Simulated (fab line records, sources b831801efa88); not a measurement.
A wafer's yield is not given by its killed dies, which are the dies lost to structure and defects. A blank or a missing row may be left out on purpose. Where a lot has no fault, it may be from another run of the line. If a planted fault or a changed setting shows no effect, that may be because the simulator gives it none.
fab line records -- flow sky130
record lots=6, wafers=18, last-day=50
route steps=708 shown SD_N@352 SD_P@359 RES_XHIGH@360 SALICIDE@361 LI_CONTACT@362 PAD_OPEN@708
lots with no fault: from the same line, run without faults
start-h: hours from the record's opening day to when the first of the lot's shown wafers began -- wait-h: hours since the lot's step before -- " the same as in the row above -- L1.1+2: several wafers, shown together as one row -- - no value, or no start given -- * or withheld: withheld -- < > ~ a bound
route shown NAME@n: NAME is a module with steps in the file, n the number in the route of the first one -- usual: average and standard deviation across the fault-free wafers -- same: alike in all rows -- chamber/n: place in a boat -- sites: per-site readings -- _std_site: the standard deviation of these -- _edge_site: inner sites' mean taken away from outer sites' mean -- radius-mm: how far each site lies from the wafer's centre -- mask NAME#n: copy n -- behind: the last tool/chamber to shape the wafer -- hold: cause of the lot's hold/its duration in hours/its outcome -- device: which transistor (n, p or np) failed to switch -- end of line: the tests these same wafers got at the end of their route -- where a step has no rows: the recipe by itself -- killed: count of dies lost to structure and defects at first sort (not the wafer's yield) -- map: shows each die of a wafer: x if killed, . if not, _ if none is there
set.NAME: the run value of the setting; set.NAME@STEP: its run value at that earlier step -- model.NAME: the simulator's own value behind a step, which no gauge read
lots seen at some steps along the route; tables by step, rows by wafer
services: when a tool's chamber went out of use (start-h, in hours from the record's first day, below 0 if earlier), for how many hours, and the reason
## steps
# step SKY_SD_N_IMPLANT_10
# recipe species=P, energy-kev=20, dose-cm2=1e+14, tilt-deg=0
# step SKY_SD_N_STRIP_11
# recipe chemistry=O2/N2, power-w=1400, pressure-mtorr=1500, platen-temp-c=withheld, o2-flow-sccm=3000, n2-flow-sccm=300, overash-fraction=0.5
# usual drypump-motor-current-A=6.1/0.3, oes-product-au=0.527/0.0047, strip-time-to-endpoint-s=22.57/0.041
lot.wafer,tool,chamber,start-h,wait-h,drypump-motor-current-A,oes-product-au,rf-hours-counter-h,strip-time-to-endpoint-s
L155.3,plasma-asher-03,0,673.95,0.1,6.4,0.531,-,22.54
L155.4,plasma-asher-03,1,673.95,0.1,6.0,0.533,-,22.55
L155.6,plasma-asher-03,0,673.95,0.1,6.5,0.535,-,22.55
L159.1,plasma-asher-02,1,715.07,0.1,5.6,0.529,60,22.61
L159.3,plasma-asher-02,0,715.07,0.1,5.8,0.534,-,22.64
L159.5,plasma-asher-02,0,715.07,0.1,5.8,0.532,-,22.63
L167.1,plasma-asher-01,0,781.68,0.1,6.4,0.521,4,22.61
L167.3,plasma-asher-01,0,781.68,0.1,6.4,0.523,-,22.60
L167.6,plasma-asher-01,0,781.68,0.1,6.4,0.530,-,22.60
L169.3,plasma-asher-02,0,787.70,0.1,5.8,0.529,-,22.51
L169.5,plasma-asher-02,0,787.70,0.1,5.8,0.525,-,22.52
L169.6,plasma-asher-02,1,787.70,0.1,5.6,0.525,-,22.52
L170.3,plasma-asher-01,0,793.75,0.1,6.4,0.523,-,22.56
L170.4,plasma-asher-01,1,793.75,0.1,6.0,0.533,-,22.56
L170.5,plasma-asher-01,0,793.75,0.1,6.4,0.526,-,22.56
L173.2,plasma-asher-02,1,818.87,0.1,5.6,0.530,70,22.56
L173.3,plasma-asher-02,0,818.87,0.1,5.9,0.525,-,22.57
L173.4,plasma-asher-02,1,818.87,0.1,5.6,0.532,-,22.49
# step SKY_SD_N_TW_MEAS_12
# usual SD_N_TW=3988/18
lot.wafer,tool,chamber,start-h,wait-h,SD_N_TW
L155.3,film-metro-01,-,674.03,0.1,4001
L155.4,film-metro-01,-,674.03,0.1,4017
L155.6,film-metro-01,-,674.03,0.1,4024
L159.1,film-metro-04,-,715.17,0.1,3986
L159.3,film-metro-04,-,715.17,0.1,3977
L159.5,film-metro-04,-,715.17,0.1,3993
L167.1,film-metro-04,-,781.78,0.1,3978
L167.3,film-metro-04,-,781.78,0.1,3999
L167.6,film-metro-04,-,781.78,0.1,3986
L169.3,film-metro-04,-,787.79,0.1,3994
L169.5,film-metro-04,-,787.79,0.1,3993
L169.6,film-metro-04,-,787.79,0.1,3977
L170.3,film-metro-02,-,793.84,0.1,3962
L170.4,film-metro-02,-,793.84,0.1,3969
L170.5,film-metro-02,-,793.84,0.1,3967
L173.2,film-metro-02,-,818.98,0.1,4021
L173.3,film-metro-02,-,818.98,0.1,4021
L173.4,film-metro-02,-,818.98,0.1,4017
# step SKY_SD_N_CLEAN_13
# recipe chemistry=SC1/SC2, mix=1:4:20, temp-c=70, time-s=150, dry=n2-spin
# step SKY_SD_N_RTA_14
# recipe temp-c=1075, time-s=2, idle-temp-c=650, ramp-up-c-per-s=150, ramp-down-c-per-s=90, ambient=N2
# usual lamp-power-pct=15.73/0.053, wafer_temp_C_max=1078.2/1.5
lot.wafer,tool,chamber,start-h,wait-h,lamp-power-pct,wafer_temp_C_max
L155.3,rtp-anneal-02,0,674.14,0.0,15.80,1077.0
L155.4,rtp-anneal-02,0,674.14,0.0,15.76,1076.3
L155.6,rtp-anneal-02,0,674.14,0.0,15.72,1079.0
L159.1,rtp-anneal-02,0,715.28,0.0,15.74,1075.8
L159.3,rtp-anneal-02,0,715.28,0.0,15.70,1079.1
L159.5,rtp-anneal-02,0,715.28,0.0,15.74,1078.1
L167.1,rtp-anneal-01,0,781.89,0.0,15.78,1078.7
L167.3,rtp-anneal-01,0,781.89,0.0,15.72,1076.8
L167.6,rtp-anneal-01,0,781.89,0.0,15.73,1077.3
L169.3,rtp-anneal-02,0,787.90,0.0,15.77,1080.8
L169.5,rtp-anneal-02,0,787.90,0.0,15.70,1077.3
L169.6,rtp-anneal-02,0,787.90,0.0,15.69,1078.7
L170.3,rtp-anneal-01,0,793.95,0.0,15.70,1077.7
L170.4,rtp-anneal-01,0,793.95,0.0,15.73,1078.3
L170.5,rtp-anneal-01,0,793.95,0.0,15.80,1077.4
L173.2,rtp-anneal-02,0,819.09,0.0,15.75,1076.4
L173.3,rtp-anneal-02,0,819.09,0.0,15.74,1076.5
L173.4,rtp-anneal-02,0,819.09,0.0,15.62,1078.3
# step SKY_SD_N_RS_MEAS_16
# recipe thk-meas-gauge=four-point-probe
# usual SD_N_RS=68.51/0.15
lot.wafer,tool,chamber,start-h,wait-h,SD_N_RS[ohm/sq]
L155.3,film-metro-04,-,674.34,0.1,68.62
L155.4,film-metro-04,-,674.34,0.1,68.48
L155.6,film-metro-04,-,674.34,0.1,68.49
L159.1,film-metro-02,-,715.45,0.1,68.53
L159.3,film-metro-02,-,715.45,0.1,68.73
L159.5,film-metro-02,-,715.45,0.1,68.86
L167.1,film-metro-01,-,782.06,0.1,68.51
L167.3,film-metro-01,-,782.06,0.1,68.63
L167.6,film-metro-01,-,782.06,0.1,68.61
L169.3,film-metro-02,-,788.09,0.1,68.60
L169.5,film-metro-02,-,788.09,0.1,68.46
L169.6,film-metro-02,-,788.09,0.1,68.64
L170.3,film-metro-04,-,794.14,0.1,68.43
L170.4,film-metro-04,-,794.14,0.1,68.55
L170.5,film-metro-04,-,794.14,0.1,68.41
L173.2,film-metro-04,-,819.27,0.1,68.17
L173.3,film-metro-04,-,819.27,0.1,68.23
L173.4,film-metro-04,-,819.27,0.1,68.30
# step SKY_SD_N_RS_MEAS_17
# recipe thk-meas-gauge=four-point-probe
# usual SD_P_RS=147.0/0.41
lot.wafer,tool,chamber,start-h,wait-h,SD_P_RS[ohm/sq]
L155.3,film-metro-04,-,674.46,0.1,147.0
L155.4,film-metro-04,-,674.46,0.1,147.3
L155.6,film-metro-04,-,674.46,0.1,146.8
L159.1,film-metro-02,-,715.57,0.1,147.3
L159.3,film-metro-02,-,715.57,0.1,147.3
L159.5,film-metro-02,-,715.57,0.1,148.1
L167.1,film-metro-01,-,782.18,0.1,147.6
L167.3,film-metro-01,-,782.18,0.1,147.1
L167.6,film-metro-01,-,782.18,0.1,147.5
L169.3,film-metro-02,-,788.21,0.1,147.2
L169.5,film-metro-02,-,788.21,0.1,147.0
L169.6,film-metro-02,-,788.21,0.1,147.1
L170.3,film-metro-04,-,794.26,0.1,147.5
L170.4,film-metro-04,-,794.26,0.1,147.3
L170.5,film-metro-04,-,794.26,0.1,147.0
L173.2,film-metro-04,-,819.39,0.1,146.1
L173.3,film-metro-04,-,819.39,0.1,146.3
L173.4,film-metro-04,-,819.39,0.1,146.8
# step SKY_SD_N_RS_MEAS_18
# recipe thk-meas-gauge=four-point-probe
# usual RES_XHIGH_RS=332.8/1.2
lot.wafer,tool,chamber,start-h,wait-h,RES_XHIGH_RS[ohm/sq]
L155.3,film-metro-04,-,674.58,0.1,331.6
L155.4,film-metro-04,-,674.58,0.1,330.0
L155.6,film-metro-04,-,674.58,0.1,331.1
L159.1,film-metro-02,-,715.69,0.1,331.5
L159.3,film-metro-02,-,715.69,0.1,331.4
L159.5,film-metro-02,-,715.69,0.1,333.4
L167.1,film-metro-01,-,782.30,0.1,334.5
L167.3,film-metro-01,-,782.30,0.1,331.1
L167.6,film-metro-01,-,782.30,0.1,332.5
L169.3,film-metro-02,-,788.33,0.1,334.2
L169.5,film-metro-02,-,788.33,0.1,332.7
L169.6,film-metro-02,-,788.33,0.1,332.5
L170.3,film-metro-04,-,794.38,0.1,332.9
L170.4,film-metro-04,-,794.38,0.1,332.8
L170.5,film-metro-04,-,794.38,0.1,334.9
L173.2,film-metro-04,-,819.51,0.1,334.4
L173.3,film-metro-04,-,819.51,0.1,333.4
L173.4,film-metro-04,-,819.51,0.1,335.1
# step SKY_SALICIDE_CLEAN_00
# recipe chemistry=HF-last, time-s=30, dilution=100:1, dry=ipa-marangoni
# step SKY_LI_CONTACT_HDPCVD_00
# recipe material=PSG, target-thk-nm=930, sigma-open-frac=0.3, time-s=155, temp-c=600, sih4-flow-sccm=60, pressure-mtorr=6
# step SKY_LI_CONTACT_THK_MEAS_01
# recipe reads=PSG_of_LI_CONTACT_HDPCVD_00
# usual LI_CONTACT_HDPCVD_THK=932/8
lot.wafer,tool,chamber,start-h,wait-h,LI_CONTACT_HDPCVD_THK[nm]
L155.3,film-metro-02,-,674.80,0.1,940
L155.4,film-metro-02,-,674.80,0.1,938
L155.6,film-metro-02,-,674.80,0.1,933
L159.1,film-metro-01,-,715.93,0.1,925
L159.3,film-metro-01,-,715.93,0.1,940
L159.5,film-metro-01,-,715.93,0.1,923
L167.1,film-metro-02,-,782.59,0.1,933
L167.3,film-metro-02,-,782.59,0.1,924
L167.6,film-metro-02,-,782.59,0.1,925
L169.3,film-metro-01,-,788.55,0.1,936
L169.5,film-metro-01,-,788.55,0.1,934
L169.6,film-metro-01,-,788.55,0.1,943
L170.3,film-metro-01,-,794.60,0.1,921
L170.4,film-metro-01,-,794.60,0.1,921
L170.5,film-metro-01,-,794.60,0.1,929
L173.2,film-metro-02,-,819.74,0.1,951
L173.3,film-metro-02,-,819.74,0.1,952
L173.4,film-metro-02,-,819.74,0.1,935
# step SKY_LI_CONTACT_CMP_02
# recipe material=PSG, down-force-psi=4, platen-rpm=60, pad-velocity-m-s=0.94248
# usual edge-zone-pressure-frac=1.000/0.0049, head-pressure-psi=4.000/0.0089, motor-current-A=12.9/0.98, slurry-filter-dp-kPa=13.50/0.12, time-to-endpoint-s=31.8/2.4
lot.wafer,tool,chamber,start-h,wait-h,edge-zone-pressure-frac,head-pressure-psi,motor-current-A,slurry-filter-dp-kPa,time-to-endpoint-s,model.PSG_of_LI_CONTACT_HDPCVD_00.thk-nm
L155.4,cmp-01,0,674.94,0.1,0.996,4.005,13.1,13.53,36.6,596.9
L155.3,cmp-01,1,674.94,0.1,0.995,4.012,13.8,13.52,34.4,596.7
L155.6,cmp-01,2,674.94,0.1,1.003,3.986,12.3,13.48,35.1,597.1
L159.3,cmp-02,0,716.09,0.1,0.989,4.016,11.3,13.76,31.1,596.4
L159.1,cmp-02,1,716.09,0.1,0.999,4.011,10.9,13.15,30.8,596.1
L159.5,cmp-02,3,716.09,0.1,0.998,4.005,14.4,13.44,34.3,598.2
L167.1,cmp-02,1,782.65,0.1,-,-,-,-,-,933.3
L167.3,cmp-02,0,782.65,0.1,-,-,-,-,-,923.8
L167.6,cmp-02,1,782.65,0.1,-,-,-,-,-,925.6
L169.3,cmp-01,0,788.74,0.2,-,-,-,-,-,936.8
L169.5,cmp-01,1,788.74,0.2,-,-,-,-,-,933.7
L169.6,cmp-01,2,788.74,0.2,-,-,-,-,-,943.2
L170.4,cmp-01,0,794.64,0.0,0.995,4.001,13.4,13.44,30.5,598.9
L170.3,cmp-01,3,794.64,0.0,1.000,4.006,13.1,13.56,28.3,597.4
L170.5,cmp-01,0,794.64,0.0,1.003,4.008,13.0,13.38,31.1,597.6
L173.2,cmp-02,1,819.79,0.0,1.002,4.004,10.9,13.73,32.0,595.8
L173.3,cmp-02,2,819.79,0.0,1.011,4.017,11.7,13.65,34.9,595.9
L173.4,cmp-02,3,819.79,0.0,0.997,3.988,13.6,13.35,34.4,595.8
# step SKY_LI_CONTACT_BOW_MEAS_03
# recipe mode=bow
# usual LI_CONTACT_BOW=55/7
lot.wafer,tool,chamber,start-h,wait-h,hold,LI_CONTACT_BOW[um]
L155.3,film-metro-01,-,675.18,0.1,-,46
L155.4,film-metro-01,-,675.18,0.1,-,56
L155.6,film-metro-01,-,675.18,0.1,-,54
L159.1,film-metro-04,-,716.29,0.1,-,53
L159.3,film-metro-04,-,716.29,0.1,-,45
L159.5,film-metro-04,-,716.29,0.1,-,49
L167.1,film-metro-02,-,782.95,0.2,await-dispo/0.2h/release,69
L167.3,film-metro-02,-,782.95,0.2,await-dispo/0.2h/release,70
L167.6,film-metro-02,-,782.95,0.2,await-dispo/0.2h/release,87
L167.1,film-metro-02,-,783.36,0.4,-,-
L167.3,film-metro-02,-,783.36,0.4,-,-
L167.6,film-metro-02,-,783.36,0.4,-,-
L169.3,film-metro-02,-,788.93,0.1,await-dispo/0.2h/release,74
L169.5,film-metro-02,-,788.93,0.1,await-dispo/0.2h/release,68
L169.6,film-metro-02,-,788.93,0.1,await-dispo/0.2h/release,69
L169.3,film-metro-02,-,789.25,0.3,-,-
L169.5,film-metro-02,-,789.25,0.3,-,-
L169.6,film-metro-02,-,789.25,0.3,-,-
L170.3,film-metro-02,-,794.98,0.1,-,57
L170.4,film-metro-02,-,794.98,0.1,-,51
L170.5,film-metro-02,-,794.98,0.1,-,58
L173.2,film-metro-04,-,820.11,0.3,-,52
L173.3,film-metro-04,-,820.11,0.3,-,52
L173.4,film-metro-04,-,820.11,0.3,-,46
# step SKY_PAD_OPEN_PROBE_99
# usual defect-limited-yield=82.3/2, killed_at_M0_to_M3=44/7.1, killed_at_M4_up=3.3/1.8, killed-at-contacts=24/5.1, killed-at-front-end=16/4.7, killed-at-other=0.3/0.52, killed-dies=87/9.7, killed-open=47/6.8, killed-short=39/6.7, sort_bin_3_pad_short=0.9/0.43, sort_bin_5_function=10.4/1.4, sort_bin_6_memory=6.4/1.2, sort-n-pass=405/9.7, sort-yield-pct=82.3/2
# same gross-dies=492, killed-at-back-side=0, sort_bin_4_leakage[%]=0, sort_bin_8_speed[%]=0
lot.wafer,tool,chamber,start-h,wait-h,defect-limited-yield[%],killed_at_M0_to_M3,killed_at_M4_up,killed-at-contacts,killed-at-front-end,killed-at-other,killed-dies,killed-open,killed-short,sort_bin_3_pad_short[%],sort_bin_5_function[%],sort_bin_6_memory[%],sort-n-pass,sort-yield-pct[%]
L155.3,prober-02,-,1097.93,0.2,82.1,48,0,18,21,1,88,45,43,0.6,11.0,6.3,404,82.1
L155.4,prober-02,-,1097.98,0.2,83.7,36,3,25,15,1,80,42,37,0.6,10.4,5.3,412,83.7
L155.6,prober-02,-,1098.08,0.2,82.3,44,3,24,16,0,87,51,36,0.6,11.2,5.9,405,82.3
L159.1,prober-02,-,1125.68,0.1,81.1,48,8,19,16,2,93,53,39,1.0,10.8,7.1,399,81.1
L159.3,prober-02,-,1125.78,0.2,83.3,48,4,21,9,0,82,44,37,1.4,10.4,4.9,410,83.3
L159.5,prober-02,-,1125.88,0.2,79.9,50,5,30,14,0,99,62,36,0.6,12.2,7.3,393,79.9
L170.3,prober-01,-,1175.94,0.2,80.9,40,0,37,16,1,94,50,44,1.0,9.6,8.5,398,80.9
L170.4,prober-01,-,1175.99,0.2,85.6,32,3,26,10,0,71,46,25,0,9.1,5.3,421,85.6
L170.5,prober-01,-,1176.04,0.2,83.9,37,3,20,19,0,79,42,37,0.8,10.8,4.5,413,83.9
L173.2,prober-02,-,1192.22,0.1,80.3,40,1,38,17,1,97,57,39,1.6,10.2,7.9,395,80.3
L173.3,prober-02,-,1192.27,0.2,82.9,43,1,28,11,1,84,41,42,0.6,11.6,4.9,408,82.9
L173.4,prober-02,-,1192.32,0.2,85.4,31,1,25,13,2,72,44,26,0.4,8.5,5.7,420,85.4
# killed by level:class
L155.3 VIA1:geometric-particle:open=10 VIA2:geometric-particle:open=8 VIA3:geometric-particle:open=7 METAL1:geometric-particle:short=6 LOCAL_INTERCONNECT:geometric-particle:short=5 POLY_GATE:geometric-particle:open=5 POLY_GATE:geometric-particle:short=5 LI_CONTACT:geometric-particle:open=5
L155.4 VIA1:geometric-particle:open=7 VIA3:geometric-particle:open=6 CONTACT:geometric-particle:open=6 CONTACT:geometric-particle:short=6 METAL1:geometric-particle:short=6 FIELD_ISO:geometric-particle:open=5 LI_CONTACT:geometric-particle:open=5 LI_CONTACT:geometric-particle:short=5
L155.6 CONTACT:geometric-particle:open=10 METAL2:geometric-particle:short=9 VIA3:geometric-particle:open=9 VIA2:geometric-particle:open=8 VIA1:geometric-particle:open=6 FIELD_ISO:geometric-particle:open=5 LOCAL_INTERCONNECT:geometric-particle:short=5 LI_CONTACT:geometric-particle:open=4
L159.1 VIA1:geometric-particle:open=16 CONTACT:geometric-particle:open=10 METAL2:geometric-particle:short=8 VIA2:geometric-particle:open=7 POLY_GATE:geometric-particle:short=5 METAL4:geometric-particle:short=5 FIELD_ISO:geometric-particle:open=4 LOCAL_INTERCONNECT:geometric-particle:short=4
L159.3 CONTACT:geometric-particle:open=8 VIA2:geometric-particle:open=8 VIA1:geometric-particle:open=7 VIA3:geometric-particle:open=6 VIA1:geometric-particle:short=6 METAL2:geometric-particle:short=5 LOCAL_INTERCONNECT:geometric-particle:short=4 METAL1:geometric-particle:short=4
L159.5 VIA1:geometric-particle:open=21 CONTACT:geometric-particle:open=14 LI_CONTACT:geometric-particle:open=6 CONTACT:geometric-particle:short=5 VIA3:geometric-particle:open=5 FIELD_ISO:geometric-particle:short=4 METAL4:geometric-particle:short=4 SPACER:geometric-particle:open=4
L170.3 CONTACT:geometric-particle:open=17 LI_CONTACT:geometric-particle:open=8 METAL1:geometric-particle:short=6 VIA1:geometric-particle:open=6 VIA1:geometric-particle:short=6 METAL2:geometric-particle:short=6 FIELD_ISO:geometric-particle:open=5 LI_CONTACT:geometric-particle:short=5
L170.4 CONTACT:geometric-particle:open=12 VIA1:geometric-particle:short=8 LI_CONTACT:geometric-particle:open=7 VIA3:geometric-particle:open=6 VIA1:geometric-particle:open=5 CONTACT:geometric-particle:short=3 POLY_GATE:geometric-particle:open=3 LOCAL_INTERCONNECT:geometric-particle:short=3
L170.5 CONTACT:geometric-particle:open=9 VIA1:geometric-particle:open=8 FIELD_ISO:geometric-particle:short=6 VIA3:geometric-particle:open=6 POLY_GATE:geometric-particle:short=5 LI_CONTACT:geometric-particle:open=5 FIELD_ISO:geometric-particle:open=4 VIA2:geometric-particle:open=4
L173.2 CONTACT:geometric-particle:open=15 VIA3:geometric-particle:open=9 LI_CONTACT:geometric-particle:open=8 VIA1:geometric-particle:open=8 LOCAL_INTERCONNECT:geometric-particle:short=6 FIELD_ISO:geometric-particle:short=5 POLY_GATE:geometric-particle:short=5 CONTACT:geometric-particle:short=5
L173.3 CONTACT:geometric-particle:open=11 METAL3:geometric-particle:short=8 VIA1:geometric-particle:open=8 METAL2:geometric-particle:short=7 LI_CONTACT:geometric-particle:open=6 FIELD_ISO:geometric-particle:open=4 LI_CONTACT:geometric-particle:short=4 LOCAL_INTERCONNECT:geometric-particle:short=4
L173.4 CONTACT:geometric-particle:open=11 VIA1:geometric-particle:open=8 VIA2:geometric-particle:open=7 FIELD_ISO:geometric-particle:open=6 LOCAL_INTERCONNECT:geometric-particle:short=5 VIA3:geometric-particle:open=5 LI_CONTACT:geometric-particle:open=4 CONTACT:geometric-particle:short=4
## services
tool,chamber,start-h,hours,kind
plasma-asher-03,-,659.61,1.0,repair
cmp-01,-,676.46,4.3,repair
cmp-02,-,694.14,17.9,pm
cmp-01,-,698.29,5.8,repair
cmp-01,-,719.79,2.8,repair
plasma-asher-01,-,724.13,1.9,repair
plasma-asher-01,-,733.78,9.0,pm
plasma-asher-01,0,733.78,9.0,vent-cycle
plasma-asher-01,1,733.78,9.0,vent-cycle
rtp-anneal-02,-,738.92,0.4,repair
cmp-01,-,741.68,0.3,repair
plasma-asher-01,0,742.78,-,clean
plasma-asher-01,1,742.78,-,clean
cmp-01,-,744.00,4.0,pm
cmp-02,-,745.75,1.5,repair
cmp-01,-,748.00,-,consumable-replace:conditioner
cmp-01,-,748.00,-,consumable-replace:pad
cmp-01,-,758.42,2.7,repair
plasma-asher-01,-,765.53,0.4,repair
cmp-01,-,765.91,1.6,repair
cmp-01,-,783.59,1.0,repair
cmp-01,-,798.95,2.8,repair
cmp-01,-,817.59,0.5,repair
## key
first-sign step=SKY_LI_CONTACT_CMP_02, reading=tool-record, direction=missing
effect step=SKY_LI_CONTACT_BOW_MEAS_03, reading=visit, direction=added
model-effect step=SKY_LI_CONTACT_CMP_02, value=PSG_of_LI_CONTACT_HDPCVD_00.thk-nm, without=597.2, struck=932.8
met-at SKY_LI_CONTACT_CMP_02
struck-wafers L167.1,L167.3,L167.6,L169.3,L169.5,L169.6
scrapped-behind SKY_LI_CONTACT_BOW_MEAS_03 L167.1,L167.3,L167.6,L169.3,L169.5,L169.6
onset-between 716.09 782.65
fault kind=skipped-step-whole, tool=cmp-01,cmp-02, chamber=-, onset-h=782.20, steps=SKY_LI_CONTACT_CMP_02, scope=struck-lots-only
